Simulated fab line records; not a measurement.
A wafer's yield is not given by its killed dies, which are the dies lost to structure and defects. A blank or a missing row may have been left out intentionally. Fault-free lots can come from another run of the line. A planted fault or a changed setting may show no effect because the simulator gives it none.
Struck lot and sound lot, side by side | flow sky130 | 16 steps out of a route of 708
Sound: the wafers L553.2, L553.3, L553.5. Wafers L554.1, L554.4, L554.6 were the ones struck. The cause is named last.
Order at every step that has rows: each side's tool, ch and its chambers, its first start. Under that, the readings that differ: sound wafers | struck wafers | difference of the means | sigmas: that difference in standard deviations of wafers without a fault.
alike: words and numbers the same on both sides, and readings whose means are apart by under 2 such deviations; not compared: readings that were withheld, readings missing a value for some wafer, numbers with overlapping values and no deviation given by the record, and bounds like >300 which may hide the same value.
The two part at a step that has a row with sigmas, a row that says differs or no value, or rows on one side only. Numbers that have no deviation but don't overlap get no sigmas and don't part them. Lack of a reading on every wafer of one side parts them only where that side has two or more wafers.

first, 7 steps without rows for these wafers: SKY_METAL4_HMDS_06 (prime time 60 s); SKY_METAL4_COAT_07 (resist thk 60 nm); SKY_METAL4_COAT_08 (resist thk 1140 nm); SKY_METAL4_SOFTBAKE_09 (time 90 s); SKY_METAL4_EXPOSE_10 (exposes mask MM4, target cd 300 nm); SKY_METAL4_PEB_11; SKY_METAL4_DEVELOP_12 (develop time 60 s).
SKY_METAL4_CD_MEAS_13: target cd 300 nm.
  struck on cdSem-01, day 44 15:46; sound on cdSem-02, day 44 08:10
  alike: cdNm
SKY_METAL4_OVL_MEAS_14:
  struck on overlay-01, day 44 15:53; sound on overlay-02, day 44 08:16
  alike: METAL4_OVL
SKY_METAL4_DESCUM_15: chemistry O2, time 8 s.
  sound on rieMetal-01 ch 0, day 44 08:17; struck on rieMetal-04 ch 0,1, day 44 15:55
  alike: drypumpMotorCurrentA, oesProductAu
  not compared: rfHoursCounterH
SKY_METAL4_ETCH_16: etches BARC in N2/H2, stops on SiO2, time 88.2 s, target depth 60 nm.
  sound on rieMetal-01 ch 0, day 44 08:19; struck on rieMetal-04 ch 0,1, day 44 15:58
  alike: biasW, chamberPressureMTorr, drypumpMotorCurrentA, oesProductAu, throttleValvePct
  not compared: rfHoursCounterH
SKY_METAL4_ETCH_17: etches SiO2 in C4F8/O2/Ar, stops on TiN, time 3.9 s, target depth 15 nm.
  sound on rieDiel-02 ch 0,2,3, day 44 08:25; struck on rieDiel-01 ch 0,2, day 44 16:05
  alike: biasW, chamberPressureMTorr, oesProductAu
  not compared: rfHoursCounterH
SKY_METAL4_METAL_ETCH_18: etches the open film in Cl2/BCl3, stops on SiO2, target depth 845 nm, time 183.1 s.
  sound on rieMetal-03 ch 0, day 44 08:30; struck on rieMetal-03 ch 1, day 44 16:07
  no value came back on the struck wafers for any of 5 readings (bcl3FlowSccm (sccm), biasW (W) and others); on the sound wafers bcl3FlowSccm (sccm) reads 29.99 29.98 29.79
reading                                      | sound             | struck          | difference | sigmas
model.KrF-thick_of_METAL4_COAT_08.thkNm (nm) | 516.9 513.6 522   | 1075 1071 1072  | +555       | 
model.SiO2_of_VIA3_HDPCVD_00.thkNm (nm)      | 432.4 433.6 432.7 | 458 459.6 458.4 | +26        | 
  not compared: rfHoursCounterH, model.METAL4.cdNm
SKY_METAL4_STRIP_19: strips in O2/N2.
  sound on plasmaAsher-01 ch 0,1, day 44 08:48; struck on plasmaAsher-02 ch 0,1, day 44 16:17
reading                  | sound             | struck            | difference | sigmas
oesProductAu (a.u.)      | 0.501 0.496 0.497 | 0.713 0.702 0.713 | +0.211     | +39
stripTimeToEndpointS (s) | 6.42 6.42 6.47    | 11.85 11.83 11.81 | +5.39      | +68
  alike: drypumpMotorCurrentA
  not compared: rfHoursCounterH
then, 1 step without rows for these wafers: SKY_METAL4_STRIP_20 (strips in post etch residue remover, time 1200 s).
-- the record jumps here: 4 days lie between the struck wafers' starts before and after (it left off in module METAL4 and takes up again in module PAD_OPEN, whose first step shown is number 708 of the route) --
SKY_PAD_OPEN_PROBE_99:
  only the struck wafers here have rows in the record (prober-01, day 48 12:56); the sound ones have none

## WHERE THEY PART
At SKY_METAL4_METAL_ETCH_18 first; at SKY_PAD_OPEN_PROBE_99 last (within this record only).

WHY: the cause the simulator had injected
Beginning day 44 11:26, the whole step at SKY_METAL4_METAL_ETCH_18 was skipped on rieMetal-03. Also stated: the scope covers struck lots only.
